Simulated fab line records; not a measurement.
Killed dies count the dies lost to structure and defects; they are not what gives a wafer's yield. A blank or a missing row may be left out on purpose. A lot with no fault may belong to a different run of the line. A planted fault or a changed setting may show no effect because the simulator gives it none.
Split-lot study	flow sfq_line	5 lots, 23 wafers read, on a route of 325 steps

== THE SPLIT ITSELF ==
At SFQ_TRILAYER_I0_VIA_LITHO_PEB_034 (peb time 60 s), the setting peb_temp_c was moved away from the recipe's 115 C on 4 of the 23 wafers read, by -0.9% to +2.3%. For the rest of the wafers, this setting stayed at what the recipe calls for.

== BETWEEN THE SPLIT AND THE READING: the file shows 1 step in between ==
- SFQ_TRILAYER_I0_VIA_LITHO_DEVELOP_033: time 60 s

== THE READING ==
I0.cd_nm (the simulator's own value, which no gauge read), in nm, at SFQ_TRILAYER_I0_VIA_BARC_OPEN_VIA_ETCH_046 (etches BARC in O2, target depth 125 nm, time 41.7 s). The file does not state a usual value for it. Average 501.3 nm, standard deviation 1.3 nm, over the 19 wafers here run with the recipe.

wafer	tool, chamber at the split	peb_temp_c as run, C	against the recipe	I0.cd_nm, nm	against lot-mates on the recipe
L074.2	litho_track-01, 0	117.6	+2.3%	545.8	+44.3
L074.3	litho_track-01, 0	115	recipe	500.2	-
L074.4	litho_track-01, 0	115	recipe	503.5	-
L074.5	litho_track-01, 0	117.6	+2.3%	544.6	+43.1
L074.6	litho_track-01, 0	115	recipe	500.8	-
L075.1	litho_track-01, 0	115	recipe	499.2	-
L075.3	litho_track-01, 0	114	-0.9%	481.3	-18.6
L075.4	litho_track-01, 0	115	recipe	500.5	-
L075.5	litho_track-01, 0	115	recipe	500.1	-
L075.6	litho_track-01, 0	114	-0.9%	479.9	-20.0
L078.1	litho_track-02, 0	115	recipe	502.3	-
L078.2	litho_track-02, 0	115	recipe	501.3	-
L078.6	litho_track-02, 0	115	recipe	501.8	-
L080.1	litho_track-02, 0	115	recipe	503.5	-
L080.2	litho_track-02, 0	115	recipe	499.5	-
L080.4	litho_track-02, 0	115	recipe	500.5	-
L080.5	litho_track-02, 0	115	recipe	502.7	-
L080.6	litho_track-02, 0	115	recipe	503.1	-
L084.1	litho_track-02, 0	115	recipe	501.6	-
L084.5	litho_track-02, 0	115	recipe	501.6	-
L084.6	litho_track-02, 0	115	recipe	501.6	-
L084.3	litho_track-02, 0	115	recipe	500.8	-
L084.4	litho_track-02, 0	115	recipe	500.1	-

FIT RESULTS
A straight line over all 23 wafers: I0.cd_nm changes by +20.1 nm for each +1% of peb_temp_c; r = +0.99; the points scatter about the line by 1.6 nm.
The same after taking each lot's own level away (the mean of its wafers on the recipe; 23 wafers): +19.8 nm for each +1%; r = +1.00; scatter 1.3 nm.
According to that fit, moving peb_temp_c by its largest amount changes the reading by 45 nm.
The span of the lots' own levels, 499.93 to 501.86 nm, comes to 1.5 times the standard deviation stated above.
Consequently the slope shifts little with the lot-to-lot level, the two slopes agreeing.
Check: for one of the wafers moved furthest among these (+2.3%), held out of the fit, the line's prediction against its lot-mates is +44.5 nm. Against them it came out at +44.3 nm.

== THE OTHER SPLITS THESE WAFERS WENT THROUGH ==
These wafers also went through other splits before the reading. Each is held against what the fit with the lots' levels taken away leaves over:
other split on the same wafers	wafers away from the commonest value	r with I0.cd_nm (lot level and that fit taken away)
SFQ_TRILAYER_L0_LITHO_COAT_010 spin_rpm	11	+0.03
SFQ_TRILAYER_L0_VIA_LITHO_COAT_018 resist_thk_nm	8	-0.26
SFQ_TRILAYER_L0_VIA_LITHO_PEB_016 peb_temp_c	6	-0.20
SFQ_TRILAYER_M0_LITHO_COAT_026 resist_thk_nm	11	+0.39
SFQ_TRILAYER_M0_BARC_OPEN_METAL_ETCH_031 icp_w	9	-0.05
SFQ_TRILAYER_I0_VIA_LITHO_COAT_031 spin_rpm	9	+0.35

== FILE'S OWN FIT ==
I0.cd_nm changes by +19.7 nm for each +1% of peb_temp_c, r = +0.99.
